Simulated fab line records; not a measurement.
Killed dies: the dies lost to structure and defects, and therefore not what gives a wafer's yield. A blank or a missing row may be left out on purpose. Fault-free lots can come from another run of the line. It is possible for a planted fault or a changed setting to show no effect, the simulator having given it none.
Which tool was responsible?    flow sky130    Sampling: 14 lots, 42 wafers, 4 of 708 route steps

## WHAT THE GAUGES READ, wafer by wafer
SKY_SONOS_ONO_OVL_MEAS_14. Usual: SONOS_ONO_OVL -0.6 nm, standard deviation 1.6.
lot   measured      on          SONOS_ONO_OVL (nm)  flag
L791  day 12 23:38  overlay-02  0.3 -2.4 -0.5       
L792  day 13 09:05  overlay-02  1.7 0.9 0.1         
L793  day 14 00:35  overlay-02  -2.1 -0.4 -2.0      
L794  day 14 06:47  overlay-02  0.3 0.5 -1.9        
L797  day 15 00:37  overlay-02  -0.1 2.8 0.7        
L800  day 16 08:56  overlay-02  -1.1 -1.5 -1.9      
L801  day 16 12:53  overlay-01  1.9 0.8 -0.6        
L806  day 18 05:37  overlay-01  -3.6 -3.1 -4.4      
L808  day 18 19:37  overlay-02  -0.5 -2.3 -2.5      
L809  day 19 06:32  overlay-02  0.4 -0.2 1.0        
L810  day 19 14:01  overlay-02  3.1 1.2 2.4         
L811  day 19 17:28  overlay-02  0.1 -1.3 -0.9       
L812  day 20 10:55  overlay-02  -2.3 -1.0 -1.1      
L813  day 20 16:32  overlay-02  -1.2 0.1 0.6        

SKY_GATE_OXIDE_OVL_MEAS_10. Usual: GATE_OXIDE_OVL -0.7 nm, standard deviation 1.3.
lot   measured      on          GATE_OXIDE_OVL (nm)  flag
L791  day 14 05:41  overlay-02  -0.8 -1.8 -1.0       
L792  day 14 15:00  overlay-02  1.1 0.3 0.4          
L793  day 15 07:18  overlay-02  -1.9 -1.7 0.4        
L794  day 15 11:48  overlay-02  -1.8 -0.2 -0.6       
L797  day 16 05:13  overlay-02  -0.2 -1.5 -0.5       
L800  day 17 17:13  overlay-02  -1.8 -1.7 -3.3       
L801  day 17 20:02  overlay-01  1.1 1.4 0.1          
L806  day 19 13:47  overlay-01  -3.1 -2.9 -1.6       
L808  day 20 09:34  overlay-01  -0.9 -0.4 0.2        
L809  day 20 15:17  overlay-01  -0.5 -1.3 -0.6       
L810  day 21 02:44  overlay-01  0.0 -1.0 -1.8        
L811  day 21 02:27  overlay-01  0.2 0.6 1.3          
L812  day 21 19:32  overlay-02  -1.4 -1.5 -2.1       
L813  day 22 01:09  overlay-01  0.0 0.5 -1.1         

SKY_GATE_OXIDE_TW_MEAS_14. Usual: GATE_OXIDE_TW 225.0, standard deviation 1.6.
lot   measured      on            GATE_OXIDE_TW      flag
L791  day 14 06:05  filmMetro-01  227.6 227.9 227.2  
L792  day 14 15:23  filmMetro-03  223.4 223.3 224.6  
L793  day 15 07:41  filmMetro-01  225.8 226.6 227.3  
L794  day 15 12:12  filmMetro-03  223.0 222.7 223.5  
L797  day 16 05:36  filmMetro-03  223.6 221.7 222.6  
L800  day 17 17:37  filmMetro-03  223.2 223.4 223.3  
L801  day 17 20:26  filmMetro-01  224.0 223.9 224.6  
L806  day 19 14:11  filmMetro-03  225.1 224.2 224.3  
L808  day 20 09:58  filmMetro-01  227.3 225.8 226.4  
L809  day 20 15:41  filmMetro-02  226.3 225.6 224.5  
L810  day 21 03:08  filmMetro-01  226.2 225.7 226.4  
L811  day 21 02:51  filmMetro-02  226.4 226.6 225.9  
L812  day 21 19:56  filmMetro-01  225.1 226.1 226.9  
L813  day 22 01:33  filmMetro-01  225.3 226.4 225.9  

## TOOL THAT RAN EACH LOT (tool first, then ch and the chambers of the sampled wafers, then the start)
lot   SKY_GATE_OXIDE_IMPLANT_11
L791  implanter-02 ch 0, day 14 05:43
L792  implanter-03 ch 0, day 14 15:03
L793  implanter-01 ch 0, day 15 07:21
L794  implanter-02 ch 0, day 15 11:53
L797  implanter-02 ch 0, day 16 05:15
L800  implanter-02 ch 0, day 17 17:18
L801  implanter-02 ch 0, day 17 20:04
L806  implanter-01 ch 0, day 19 13:50
L808  implanter-02 ch 0, day 20 09:36
L809  implanter-02 ch 0, day 20 15:19
L810  implanter-01 ch 0, day 21 02:46
L811  implanter-02 ch 0, day 21 02:31
L812  implanter-01 ch 0, day 21 19:36
L813  implanter-01 ch 0, day 22 01:13
- SKY_GATE_OXIDE_IMPLANT_11

## WHAT THE TOOLS THEMSELVES READ (means of the sampled wafers that have a number; where no wafer has one, the mark that the record gives instead)
SKY_GATE_OXIDE_IMPLANT_11. Usual: beamEnergyKeV at 10.000, with a standard deviation of 0.0031.
lot   tool          beamEnergyKeV  flag
L791  implanter-02  10.001         
L792  implanter-03  10.000         
L793  implanter-01  9.999          
L794  implanter-02  9.999          
L797  implanter-02  9.996          
L800  implanter-02  9.847          OFF
L801  implanter-02  9.847          OFF
L806  implanter-01  10.002         
L808  implanter-02  10.002         
L809  implanter-02  10.008         
L810  implanter-01  9.998          
L811  implanter-02  10.003         
L812  implanter-01  9.998          
L813  implanter-01  10.001         

## THE ANSWER, worked out from the rows above alone
Rule: a lot is off if the mean of its wafers that have a number lies more than 3 standard deviations from the usual mean. Also off: a lot with no number at a reading for which 4 or more lots have one. Any other lot the step has rows for is counted as sound. Order of review: gauges by route order, followed by the tools' own readings, for which a lot's mean as printed above is used. At the first step where some lot is off, the reading lying furthest off is the one used; lots without a number count as furthest.
Off at SKY_GATE_OXIDE_IMPLANT_11 (beamEnergyKeV): L800, L801.
If a tool, at that step or one of the process steps before it, ran each lot that is off and ran no sound lot following the first of them, it fits. None of those tried fits.

## WHAT THE SIMULATOR HAD PUT IN
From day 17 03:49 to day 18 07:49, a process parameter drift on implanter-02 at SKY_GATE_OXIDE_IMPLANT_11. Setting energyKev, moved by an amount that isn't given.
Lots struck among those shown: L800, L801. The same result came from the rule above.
